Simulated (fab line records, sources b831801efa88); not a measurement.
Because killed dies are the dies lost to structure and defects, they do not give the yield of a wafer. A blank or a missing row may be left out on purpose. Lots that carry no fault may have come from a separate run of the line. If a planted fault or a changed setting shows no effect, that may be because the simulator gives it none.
fab line records	flow sky130
record: lots: 7	wafers: 21	lastDay: 49
route steps=708 shown LDD_N@240 PAD_OPEN@708
lots untouched by any fault: they come from a run of this same line in which no faults occurred
startH: start of the lot's first displayed wafer, in hours after the record's first day	waitH: how many hours have passed since the lot's step before this one	" as in the row above	L1.1+2: a row that stands for several wafers	- no value, or no start given	* or withheld: withheld	< > ~ a bound
route shown NAME@n: NAME is a module with steps in the file, n the number in the route of the first one	usual: mean/standard deviation taken from wafers without a fault	same: alike in all rows	chamber/n: place in a boat	sites: per-site readings	_std_site: the values' standard deviation	_edge_site: inner sites' mean taken away from outer sites' mean	radiusMm: for every site, how far away it sits from the centre of the wafer	mask NAME#n: copy n	behind: the tool/chamber that last shaped the wafer	hold: what put the lot on hold/how long, in hours/how the hold closed	device: the n, p or np transistor that did not switch	end of line: the same wafers' tests at the end of the route	where a step has no rows: the recipe by itself	killed: at the first sort, the dies lost to defects and structure; wafer yield is something else	map: a wafer's dies, marking killed ones x, the rest . and places with no die _
set.NAME: the setting the step ran with; set.NAME@STEP: the setting that earlier step ran with	model.NAME: the simulator's own value behind a step, which no gauge read
lots seen at some steps along the route; tables by step, rows by wafer
services: from which hour (startH, from the record's first day; less than 0 if before it) a tool's chamber was out of use, for how many hours, and why
== steps ==
step: SKY_LDD_N_SOFTBAKE_03
recipe: tempC: 90	timeS: 60	resist: NOVOLAK
step: SKY_LDD_N_EXPOSE_04
recipe: maskId: NTM	targetCdNm: 840	na: 0.6	sourceShape: conventional	sigmaOuter: 0.6	doseMj: 111.1
step: SKY_LDD_N_PEB_05
recipe: tempC: withheld	timeS: *	resist: NOVOLAK
step: SKY_LDD_N_DEVELOP_06
recipe: developTimeS: 60	devTempC: 23
step: SKY_LDD_N_OVL_MEAS_07
usual: LDD_N_OVL: 0.2/1.1
lot.wafer	tool	chamber	startH	waitH	LDD_N_OVL[nm]
L710.2	overlay-02	-	415.72	0.1	-0.3
L710.3	"	-	"	"	-0.5
L710.6	"	-	"	"	0.1
L717.3	overlay-01	-	490.07	0.1	1.9
L717.5	"	-	"	"	-0.6
L717.6	"	-	"	"	-0.3
L723.2	overlay-01	-	539.20	0.1	0.9
L723.3	"	-	"	"	-0.9
L723.6	"	-	"	"	0.0
L724.3	overlay-01	-	546.62	0.1	1.3
L724.5	"	-	"	"	2.4
L724.6	"	-	"	"	1.9
L725.2	overlay-01	-	550.00	0.1	-0.3
L725.5	"	-	"	"	0.8
L725.6	"	-	"	"	0.2
L726.1	overlay-01	-	567.17	1.9	-0.9
L726.3	"	-	"	"	0.2
L726.6	"	-	"	"	-1.0
L727.1	overlay-01	-	568.24	0.1	0.3
L727.3	"	-	"	"	0.9
L727.4	"	-	"	"	0.4
step: SKY_LDD_N_IMPLANT_08
recipe: species: As	energyKev: 20	doseCm2: 7.5e+13	tiltDeg: withheld	rotationDeg: 23
step: SKY_LDD_N_IMPLANT_09
recipe: species: As	energyKev: 20	doseCm2: 7.5e+13	tiltDeg: withheld	rotationDeg: 113
step: SKY_LDD_N_IMPLANT_10
recipe: species: As	energyKev: 20	doseCm2: 7.5e+13	tiltDeg: withheld	rotationDeg: 203
step: SKY_LDD_N_IMPLANT_11
recipe: species: As	energyKev: 20	doseCm2: 7.5e+13	tiltDeg: withheld	rotationDeg: 293
step: SKY_LDD_N_IMPLANT_12
recipe: species: BF2	energyKev: 50	doseCm2: 5e+12	tiltDeg: 30	rotationDeg: 0
step: SKY_LDD_N_IMPLANT_13
recipe: species: BF2	energyKev: 50	doseCm2: 5e+12	tiltDeg: 30	rotationDeg: 90
step: SKY_LDD_N_IMPLANT_14
recipe: species: BF2	energyKev: 50	doseCm2: 5e+12	tiltDeg: 30	rotationDeg: 180
step: SKY_LDD_N_IMPLANT_15
recipe: species: BF2	energyKev: 50	doseCm2: 5e+12	tiltDeg: 30	rotationDeg: 270
usual: doseIonsCm2: 5e+12/5.2e+09	faradayCurrentUA: 28.2/0.55
lot.wafer	tool	chamber	startH	waitH	doseIonsCm2	faradayCurrentUA
L710.2	implanter-02	0	416.82	0.1	4.987e+12	27.6
L710.3	"	0	"	"	4.989e+12	27.8
L710.6	"	0	"	"	4.989e+12	28.7
L717.3	implanter-01	0	491.20	0.1	4.999e+12	29.1
L717.5	"	0	"	"	5.004e+12	28.7
L717.6	"	0	"	"	5.006e+12	28.8
L723.2	implanter-01	0	540.31	0.1	2.487e+12	13.9
L723.3	"	0	"	"	2.487e+12	14.2
L723.6	"	0	"	"	2.483e+12	13.6
L724.3	implanter-01	0	547.75	0.1	2.489e+12	13.6
L724.5	"	0	"	"	2.491e+12	14.3
L724.6	"	0	"	"	2.493e+12	13.8
L725.2	implanter-02	0	551.11	0.1	4.996e+12	29.4
L725.5	"	0	"	"	4.994e+12	27.2
L725.6	"	0	"	"	4.991e+12	27.7
L726.1	implanter-01	0	568.26	0.1	2.491e+12	14.0
L726.3	"	0	"	"	2.483e+12	13.7
L726.6	"	0	"	"	2.492e+12	13.8
L727.1	implanter-02	0	569.33	0.1	4.993e+12	28.6
L727.3	"	0	"	"	4.993e+12	28.5
L727.4	"	0	"	"	5.001e+12	27.8
step: SKY_LDD_N_STRIP_16
recipe: chemistry: O2/N2	powerW: 1400	pressureMtorr: 1500	platenTempC: withheld	o2FlowSccm: 3000	n2FlowSccm: 300	overashFraction: 0.5
usual: drypumpMotorCurrentA: 5.73/0.18	oesProductAu: 0.407/0.0047	stripTimeToEndpointS: 4.317/0.016
lot.wafer	tool	chamber	startH	waitH	drypumpMotorCurrentA	oesProductAu	rfHoursCounterH	stripTimeToEndpointS
L710.2	plasmaAsher-02	1	416.95	0.1	5.51	0.404	75	4.314
L710.3	"	0	"	"	5.63	0.406	-	4.323
L710.6	"	0	"	"	5.64	0.405	-	4.313
L717.3	plasmaAsher-02	1	491.33	0.1	5.52	0.399	-	4.335
L717.5	"	1	"	"	5.52	0.406	-	4.334
L717.6	"	0	"	"	5.66	0.411	-	4.350
L723.2	plasmaAsher-04	0	540.43	0.1	5.80	0.414	11	4.304
L723.3	"	0	"	"	5.79	0.410	-	4.313
L723.6	"	0	"	"	5.80	0.402	-	4.334
L724.3	plasmaAsher-01	1	547.88	0.1	5.59	0.398	-	4.303
L724.5	"	0	"	"	6.09	0.413	-	4.319
L724.6	"	1	"	"	5.58	0.406	-	4.295
L725.2	plasmaAsher-02	0	551.23	0.1	5.62	0.404	90	4.330
L725.5	"	1	"	"	5.50	0.412	-	4.342
L725.6	"	0	"	"	5.61	0.405	-	4.342
L726.1	plasmaAsher-01	1	568.41	0.1	5.60	0.410	72	4.343
L726.3	"	0	"	"	6.09	0.400	-	4.305
L726.6	"	0	"	"	6.08	0.404	-	4.313
L727.1	plasmaAsher-01	1	569.48	0.1	5.60	0.403	72	4.323
L727.3	"	1	"	"	5.61	0.406	-	4.345
L727.4	"	0	"	"	6.08	0.403	-	4.296
step: SKY_PAD_OPEN_PROBE_99
usual: killed_at_M0_to_M3: 43/7.6	killed_at_M4_up: 2.9/1.9	killedAtContacts: 24/5	killedAtFrontEnd: 15/4.3	killedAtOther: 0.3/0.54	killedDies: 85/10	killedOpen: 47/7	killedShort: 38/6.4
same: grossDies: 492	killedAtBackSide: 0
lot.wafer	tool	chamber	startH	waitH	killed_at_M0_to_M3	killed_at_M4_up	killedAtContacts	killedAtFrontEnd	killedAtOther	killedDies	killedOpen	killedShort	model.etest.nfet_01v8_turned.offLog10AUm	model.etest.nfet_01v8_turned.vtSatV	model.etest.nfet_01v8_lvt.vtSatV	model.etest.nfet_01v8_turned.vtV	model.etest.nfet_01v8.vtSatV	model.etest.nfet_01v8_swapped.vtSatV	model.etest.nfet_01v8_lvt.vtV	model.etest.nfet_01v8.vtV
L710.2	prober-02	-	1088.39	0.1	47	3	24	15	1	90	52	38	-13.37	0.6507	0.5399	0.7017	0.6542	0.6573	0.6107	0.7055
L710.3	prober-02	-	1088.44	0.2	46	5	21	19	0	91	46	45	-13.48	0.6553	0.5418	0.7027	0.6535	0.6566	0.608	0.7024
L710.6	prober-02	-	1088.59	0.2	41	9	18	25	1	94	55	39	-13.44	0.6669	0.557	0.7099	0.6618	0.6673	0.6273	0.7127
L717.3	prober-02	-	1140.16	0.2	36	0	17	16	0	69	33	36	-13.51	0.6688	0.553	0.7141	0.6604	0.6636	0.6237	0.71
L717.5	prober-02	-	1140.26	0.2	47	2	21	24	1	95	45	50	-13.38	0.652	0.5415	0.7033	0.6486	0.6472	0.6151	0.6994
L717.6	prober-02	-	1140.31	0.2	56	1	12	21	0	90	49	41	-13.39	0.6606	0.5481	0.7046	0.6571	0.6574	0.6174	0.7075
L723.2	prober-02	-	1168.16	0.1	45	5	19	20	0	89	53	36	-13.23	0.612	0.5172	0.6827	0.6318	0.6346	0.6025	0.6906
L723.3	prober-02	-	1168.21	0.2	51	5	23	14	0	93	53	40	-13.3	0.6145	0.5101	0.6837	0.6309	0.6265	0.5935	0.6849
L723.6	prober-02	-	1168.36	0.2	33	0	23	18	0	74	34	40	-13.1	0.6089	0.5081	0.6777	0.6287	0.6262	0.5901	0.6839
L724.3	prober-02	-	1170.37	0.2	41	2	26	16	0	85	56	29	-13.29	0.6125	0.5247	0.6849	0.6376	0.6374	0.6025	0.6895
L724.5	prober-02	-	1170.47	0.2	47	4	13	22	0	86	37	49	-13.34	0.6194	0.5195	0.685	0.6315	0.6387	0.5978	0.6891
L724.6	prober-02	-	1170.52	0.2	38	4	19	11	0	72	43	29	-13.18	0.6213	0.5306	0.6878	0.6443	0.6458	0.6047	0.696
L725.2	prober-01	-	1171.70	0.1	45	6	22	18	0	91	49	42	-13.36	0.6539	0.546	0.703	0.655	0.6585	0.6206	0.7065
L725.5	prober-01	-	1171.85	0.2	38	1	29	9	0	77	43	34	-13.31	0.6578	0.5499	0.703	0.6569	0.6558	0.6171	0.705
L725.6	prober-01	-	1171.90	0.2	49	1	32	19	0	101	63	38	-13.49	0.662	0.5533	0.709	0.663	0.6606	0.6209	0.7109
L726.1	prober-02	-	1180.69	0.1	34	1	9	17	0	61	30	31	-13.28	0.6258	0.5316	0.699	0.6524	0.6534	0.6122	0.7067
L726.3	prober-02	-	1180.79	0.2	36	4	25	15	0	80	50	30	-13.34	0.6237	0.5239	0.695	0.6371	0.6467	0.6121	0.6965
L726.6	prober-02	-	1180.94	0.2	51	2	16	19	1	89	46	43	-13.41	0.6277	0.5308	0.6921	0.6419	0.6477	0.6102	0.6962
L727.1	prober-01	-	1185.97	0.1	56	2	23	23	0	104	56	48	-13.29	0.6531	0.5369	0.7	0.6519	0.6503	0.6046	0.6985
L727.3	prober-01	-	1186.07	0.2	53	0	27	13	0	93	53	40	-13.46	0.6735	0.5561	0.7174	0.6649	0.667	0.6231	0.7136
L727.4	prober-01	-	1186.12	0.2	48	3	24	10	0	85	46	39	-13.3	0.6562	0.5491	0.7075	0.6544	0.6584	0.6232	0.7048
killed by level:class
L710.2 LI_CONTACT:geometricParticle:open=9 VIA3:geometricParticle:open=8 VIA1:geometricParticle:short=7 CONTACT:geometricParticle:open=6 METAL2:geometricParticle:short=6 VIA2:geometricParticle:open=6 POLY_GATE:geometricParticle:open=5 VIA3:geometricParticle:short=5
L710.3 VIA3:geometricParticle:open=9 VIA1:geometricParticle:open=8 FIELD_ISO:geometricParticle:short=7 LI_CONTACT:geometricParticle:open=7 CONTACT:geometricParticle:open=7 METAL2:geometricParticle:short=7 METAL1:geometricParticle:short=6 METAL3:geometricParticle:short=5
L710.6 VIA1:geometricParticle:open=9 LI_CONTACT:geometricParticle:open=8 FIELD_ISO:geometricParticle:open=7 FIELD_ISO:geometricParticle:short=6 POLY_GATE:geometricParticle:open=5 CONTACT:geometricParticle:open=5 VIA1:geometricParticle:short=5 VIA2:geometricParticle:open=5
L717.3 VIA1:geometricParticle:open=9 METAL1:geometricParticle:short=8 LI_CONTACT:geometricParticle:open=7 VIA2:geometricParticle:short=5 VIA1:geometricParticle:short=5 LOCAL_INTERCONNECT:geometricParticle:short=4 FIELD_ISO:geometricParticle:short=3 CONTACT:geometricParticle:open=3
L717.5 VIA1:geometricParticle:open=11 LI_CONTACT:geometricParticle:open=9 FIELD_ISO:geometricParticle:short=7 POLY_GATE:geometricParticle:short=7 METAL2:geometricParticle:short=7 METAL1:geometricParticle:short=6 VIA2:geometricParticle:short=5 VIA3:geometricParticle:open=5
L717.6 VIA1:geometricParticle:open=11 METAL1:geometricParticle:short=7 VIA3:geometricParticle:open=7 FIELD_ISO:geometricParticle:open=6 FIELD_ISO:geometricParticle:short=6 VIA2:geometricParticle:open=6 VIA1:geometricParticle:short=6 METAL2:geometricParticle:open=5
L723.2 VIA2:geometricParticle:open=13 VIA1:geometricParticle:open=9 LI_CONTACT:geometricParticle:open=8 FIELD_ISO:geometricParticle:open=5 POLY_GATE:geometricParticle:open=5 POLY_GATE:geometricParticle:short=5 CONTACT:geometricParticle:short=5 VIA1:geometricParticle:short=5
L723.3 VIA1:geometricParticle:open=17 CONTACT:geometricParticle:open=9 VIA2:geometricParticle:open=6 LI_CONTACT:geometricParticle:open=5 VIA3:geometricParticle:open=5 METAL3:geometricParticle:short=4 LI_CONTACT:geometricParticle:short=4 VIA3:geometricParticle:short=4
L723.6 CONTACT:geometricParticle:open=9 VIA1:geometricParticle:open=8 LOCAL_INTERCONNECT:geometricParticle:short=6 METAL2:geometricParticle:short=5 FIELD_ISO:geometricParticle:open=4 FIELD_ISO:geometricParticle:short=4 VIA3:geometricParticle:open=4 POLY_GATE:geometricParticle:short=3
L724.3 LI_CONTACT:geometricParticle:open=11 CONTACT:geometricParticle:open=10 VIA3:geometricParticle:open=9 VIA1:geometricParticle:open=9 POLY_GATE:geometricParticle:open=7 VIA2:geometricParticle:open=6 METAL2:geometricParticle:short=6 VIA1:geometricParticle:short=4
L724.5 VIA1:geometricParticle:open=12 VIA1:geometricParticle:short=8 POLY_GATE:geometricParticle:short=7 VIA3:geometricParticle:open=7 FIELD_ISO:geometricParticle:short=5 LI_CONTACT:geometricParticle:short=5 SPACER:geometricParticle:open=4 VIA2:geometricParticle:short=4
L724.6 VIA1:geometricParticle:open=14 LI_CONTACT:geometricParticle:open=9 VIA1:geometricParticle:short=5 LI_CONTACT:geometricParticle:short=4 VIA2:geometricParticle:open=4 CONTACT:geometricParticle:open=4 FIELD_ISO:geometricParticle:short=3 FIELD_ISO:geometricParticle:open=3
L725.2 VIA1:geometricParticle:open=10 LI_CONTACT:geometricParticle:open=9 METAL3:geometricParticle:short=7 VIA3:geometricParticle:open=7 FIELD_ISO:geometricParticle:open=6 POLY_GATE:geometricParticle:open=5 LI_CONTACT:geometricParticle:short=5 VIA3:geometricParticle:short=5
L725.5 CONTACT:geometricParticle:open=19 VIA1:geometricParticle:short=7 VIA3:geometricParticle:open=7 METAL1:geometricParticle:short=5 VIA2:geometricParticle:open=5 CONTACT:geometricParticle:short=4 FIELD_ISO:geometricParticle:short=3 LI_CONTACT:geometricParticle:short=3
L725.6 CONTACT:geometricParticle:open=13 VIA1:geometricParticle:open=11 VIA2:geometricParticle:open=9 CONTACT:geometricParticle:short=7 FIELD_ISO:geometricParticle:open=6 LI_CONTACT:geometricParticle:open=6 VIA1:geometricParticle:short=6 VIA3:geometricParticle:open=6
L726.1 VIA1:geometricParticle:open=8 FIELD_ISO:geometricParticle:short=8 VIA3:geometricParticle:open=8 METAL1:geometricParticle:short=6 POLY_GATE:geometricParticle:open=3 POLY_GATE:geometricParticle:short=3 LI_CONTACT:geometricParticle:open=3 CONTACT:geometricParticle:open=3
L726.3 CONTACT:geometricParticle:open=13 LI_CONTACT:geometricParticle:open=7 VIA1:geometricParticle:open=7 METAL1:geometricParticle:short=6 VIA2:geometricParticle:open=5 VIA3:geometricParticle:open=5 FIELD_ISO:geometricParticle:open=4 VIA3:geometricParticle:short=4
L726.6 VIA1:geometricParticle:open=11 METAL2:geometricParticle:short=10 POLY_GATE:geometricParticle:open=6 METAL1:geometricParticle:short=6 FIELD_ISO:geometricParticle:open=5 CONTACT:geometricParticle:open=5 VIA3:geometricParticle:short=4 CONTACT:geometricParticle:short=4
L727.1 VIA1:geometricParticle:open=11 VIA3:geometricParticle:open=10 VIA2:geometricParticle:open=9 LOCAL_INTERCONNECT:geometricParticle:short=7 POLY_GATE:geometricParticle:open=6 METAL1:geometricParticle:short=6 VIA1:geometricParticle:short=5 CONTACT:geometricParticle:short=5
L727.3 CONTACT:geometricParticle:open=11 VIA1:geometricParticle:open=10 LI_CONTACT:geometricParticle:open=7 VIA1:geometricParticle:short=7 METAL2:geometricParticle:short=7 METAL1:geometricParticle:short=6 VIA2:geometricParticle:open=6 VIA3:geometricParticle:open=6
L727.4 CONTACT:geometricParticle:open=10 VIA1:geometricParticle:open=8 VIA2:geometricParticle:open=7 LI_CONTACT:geometricParticle:open=7 METAL1:geometricParticle:short=7 METAL2:geometricParticle:short=7 LI_CONTACT:geometricParticle:short=5 VIA3:geometricParticle:short=4
== services ==
tool	chamber	startH	hours	kind
implanter-02	-	398.28	6.2	repair
plasmaAsher-04	-	421.30	9.0	pm
plasmaAsher-04	0	421.30	9.0	ventCycle
plasmaAsher-04	1	421.30	9.0	ventCycle
plasmaAsher-01	-	425.06	2.3	repair
plasmaAsher-04	0	430.30	-	clean
plasmaAsher-04	1	430.30	-	clean
plasmaAsher-02	-	434.47	3.0	repair
implanter-01	-	447.18	5.6	pm
plasmaAsher-01	-	481.78	1.5	repair
plasmaAsher-01	-	508.07	11.0	repair
plasmaAsher-01	-	520.33	11.1	repair
implanter-02	-	522.78	4.6	pm
plasmaAsher-04	-	531.53	8.6	repair
implanter-02	-	552.70	15.2	pm
== key ==
firstSign: step: SKY_LDD_N_IMPLANT_15	reading: doseIonsCm2	direction: down	sigmas: 99+	usual: *	struck: *
effect: step: SKY_LDD_N_IMPLANT_15	reading: faradayCurrentUA	direction: down	sigmas: 26	usual: 28.2	struck: 13.9
modelEffect: step: SKY_PAD_OPEN_PROBE_99	value: etest.nfet_01v8_turned.offLog10AUm	without: -13.37	struck: -13.27
metAt SKY_LDD_N_IMPLANT_15
struckWafers L723.2,L723.3,L723.6,L724.3,L724.5,L724.6,L726.1,L726.3,L726.6
testerLeftOut L723,L724,L726
onsetBetween 491.20 540.31
fault: kind: processParameterDrift	tool: implanter-01	chamber: -	onsetH: 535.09	steps: SKY_LDD_N_IMPLANT_15	channel: doseCm2	offset: *	shape: step	endH: 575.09	actsIn: *	stated: *
testerLeftOut: of these lots the tester's yield and bins aren't shown, on N5 and GAA mostly nor the transistor test; their killed dies are dies lost to structure and defects alone, not to doping, threshold or leakage, so they don't give the yield
